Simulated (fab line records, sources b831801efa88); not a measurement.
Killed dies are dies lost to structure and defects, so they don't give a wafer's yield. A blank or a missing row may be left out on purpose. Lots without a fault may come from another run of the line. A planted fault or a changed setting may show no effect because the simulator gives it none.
Problem report in the 8D (eight disciplines) form, filled by code | flow gf180mcu | the parts of the form that need people (team, actions taken, sign-off) are left out

1. THE PROBLEM
bias_w at GF_POLY_GATE_ETCH_12 reads a mean of 55.8 W on 1 wafer of 1 lot; wafers without a fault read 100.0 W with a standard deviation of 0.31. That is -99 or more standard deviations from the usual mean.
The step: etches BARC in N2/H2.
First seen on wafer L658.4, day 12 06:03, on rie_diel-03. The record holds 15 wafers of 5 lots with a number at this step. Rule for "out", or "out of limits": more than 4 standard deviations from the usual mean. The other wafers with a number count as sound.

2. WHAT IT IS AND WHAT IT IS NOT
question                    | is                | is not
which readings at this step | bias_w            | drypump_motor_current_A, h2_flow_sccm, oes_product_au, throttle_valve_pct
which lots                  | L658              | L661, L662, L667, L669
which wafers of those lots  | L658.4            | L658.3, L658.6
read on which tools         | rie_diel-03       | rie_diel-01, rie_diel-04
when                        | from day 12 06:03 | up to then (2 sound wafers); but 12 sound wafers of L661, L662, L667, L669 came after

3. SUSPECTS, AND WHAT RULES EACH OUT
Counting: a tool at a process step up to the reading stays a suspect if it ran every lot that is out. Sound lots after the first of them don't rule it out here, since some wafers of a struck lot are sound.
- rie_diel-03 at GF_POLY_GATE_ETCH_12 (etches BARC in N2/H2): kept. It ran the lot that is out, L658 (day 12 06:03). Its own readings are out on those wafers: bias_w.
- Within rie_diel-03 at GF_POLY_GATE_ETCH_12: the wafers that are out ran in chamber 1; their sound lot-mates ran in chambers 0, 3.
Left after counting: rie_diel-03 at GF_POLY_GATE_ETCH_12.

4. THE CAUSE (what the simulator had put in)
Process parameter drift: rie_diel-03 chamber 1, from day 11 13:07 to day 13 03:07, at GF_POLY_GATE_ETCH_12. Setting bias_w, moved by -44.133, from 100. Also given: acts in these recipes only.
Counting left only this tool.

5. THE CHAIN OF EFFECTS, in route order
Each row: a reading whose mean over the struck wafers that have a number lies more than 3 standard deviations from the usual. Only readings for which the record gives a usual standard deviation are gone through. hours: the time from each lot's start at the first step in this table that gives one to its start at this step, as a median over the lots. sigmas: the change in usual standard deviations.
hours | step                 | reading | usual   | on struck wafers | change | sigmas
0     | GF_POLY_GATE_ETCH_12 | bias_w  | 100.0 W | 55.8             | -44.2  | -99 or more
The process steps in it:
- GF_POLY_GATE_ETCH_12: etches BARC in N2/H2.

6. WHAT WOULD HAVE CAUGHT IT SOONER
In this record the first reading out of limits was taken at day 12 06:03, 17 hours after the fault began at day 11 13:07.
